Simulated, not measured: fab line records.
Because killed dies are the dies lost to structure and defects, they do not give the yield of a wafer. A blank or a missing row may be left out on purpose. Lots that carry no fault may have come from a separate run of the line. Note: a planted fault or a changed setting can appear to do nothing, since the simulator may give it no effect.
Lot-split experiment ; flow sky130 ; route with 708 steps; 5 lots, 23 wafers read

== ABOUT THE SPLIT ==
At SKY_VIA2_EXPOSE_09 (exposes mask VIM2, target cd 200 nm), the setting doseMj was moved away from the recipe's 38 on 9 of the 23 wafers read, by -4.3% to +5.2%. For the rest of the wafers, this setting stayed at what the recipe calls for.

== THE PATH FROM SPLIT TO READING: the file shows 1 step between them ==
- SKY_VIA2_DEVELOP_11: develop time 60 s (also split here: developTimeS)

== THE READING ==
cdNm (nm) at SKY_VIA2_CD_MEAS_12, where the cd target is 200 nm. On this fab line, fault-free wafers typically give 199.3 nm with a standard deviation of 1.3 nm.

wafer;tool, chamber at the split;doseMj as run;against the recipe;cdNm, nm;against lot-mates on the recipe
L074.1;krfScanner-01, 0;38;recipe;197.7;-
L074.3;krfScanner-01, 0;38;recipe;197.6;-
L074.4;krfScanner-01, 0;36.64;-3.6%;194.1;-3.5
L074.5;krfScanner-01, 0;36.64;-3.6%;193.8;-3.8
L074.6;krfScanner-01, 0;36.64;-3.6%;191.2;-6.4
L075.1;krfScanner-01, 0;39.96;+5.2%;208.6;+9.5
L075.3;krfScanner-01, 0;38;recipe;198.0;-
L075.4;krfScanner-01, 0;39.96;+5.2%;206.6;+7.5
L075.5;krfScanner-01, 0;38;recipe;200.1;-
L075.6;krfScanner-01, 0;39.96;+5.2%;206.2;+7.1
L078.2;krfScanner-01, 0;38;recipe;199.4;-
L078.3;krfScanner-01, 0;38;recipe;199.2;-
L078.4;krfScanner-01, 0;38;recipe;199.8;-
L078.5;krfScanner-01, 0;38;recipe;198.6;-
L078.6;krfScanner-01, 0;38;recipe;199.0;-
L079.1;krfScanner-02, 0;38;recipe;201.0;-
L079.2;krfScanner-02, 0;38;recipe;201.6;-
L079.3;krfScanner-02, 0;38;recipe;199.4;-
L081.2;krfScanner-01, 0;36.36;-4.3%;187.9;-7.7
L081.3;krfScanner-01, 0;38;recipe;196.2;-
L081.4;krfScanner-01, 0;36.36;-4.3%;189.8;-5.8
L081.5;krfScanner-01, 0;36.36;-4.3%;190.0;-5.6
L081.6;krfScanner-01, 0;38;recipe;195.1;-

FIT RESULTS
A straight line over all 23 wafers: cdNm changes by +1.79 nm for each +1% of doseMj; r = +0.95; the points scatter about the line by 1.7 nm.
The same after taking each lot's own level away (the mean of its wafers on the recipe; 23 wafers): +1.49 nm for each +1%; r = +0.98; scatter 0.95 nm.
That fit puts the effect of the largest move of doseMj on the reading at 7.7 nm.
The lots' own levels span 195.65 to 200.67 nm, that is 3.9 times the standard deviation above.
Hence the slope depends on the lot-to-lot level, as the two fits are not the same.
Check: for one of the wafers moved furthest among these (+5.2%), held out of the fit, the line's prediction against its lot-mates is +7.32 nm. It came out at +9.55 nm against them.

== ADDITIONAL SPLITS CARRIED BY THESE WAFERS ==
Note: prior to the reading, these wafers also went through further splits. Each is held against what the fit with the lots' levels taken away leaves over:
other split on the same wafers;wafers away from the commonest value;r with cdNm (lot level and that fit taken away)
SKY_VIA1_ETCH_14 timeS;6;-0.19
SKY_METAL2_COAT_10 resistThkNm;7;-0.09
SKY_METAL2_SOFTBAKE_11 tempC;9;+0.10
SKY_VIA2_HDPCVD_00 timeS;10;-0.08
SKY_VIA2_DEVELOP_11 developTimeS;9;+0.51

== THE WHOLE CHAIN: every reading that the file lists as answering this split, in the file's order ==
step;what it does;reading;change (the file's fit);r (the file's)
SKY_VIA2_CD_MEAS_12;target cd 200 nm;cdNm;+1.48 nm for each +1% of the setting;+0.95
SKY_VIA2_ETCH_14;etches BARC in N2/H2, stops on SiO2, time 45.9 s, target depth 60 nm;VIA2.cdNm (the simulator's own value, which no gauge read);+1.41 nm for each +1% of the setting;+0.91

== FILE'S OWN FIT ==
cdNm changes by +1.48 nm for each +1% of doseMj, r = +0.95.
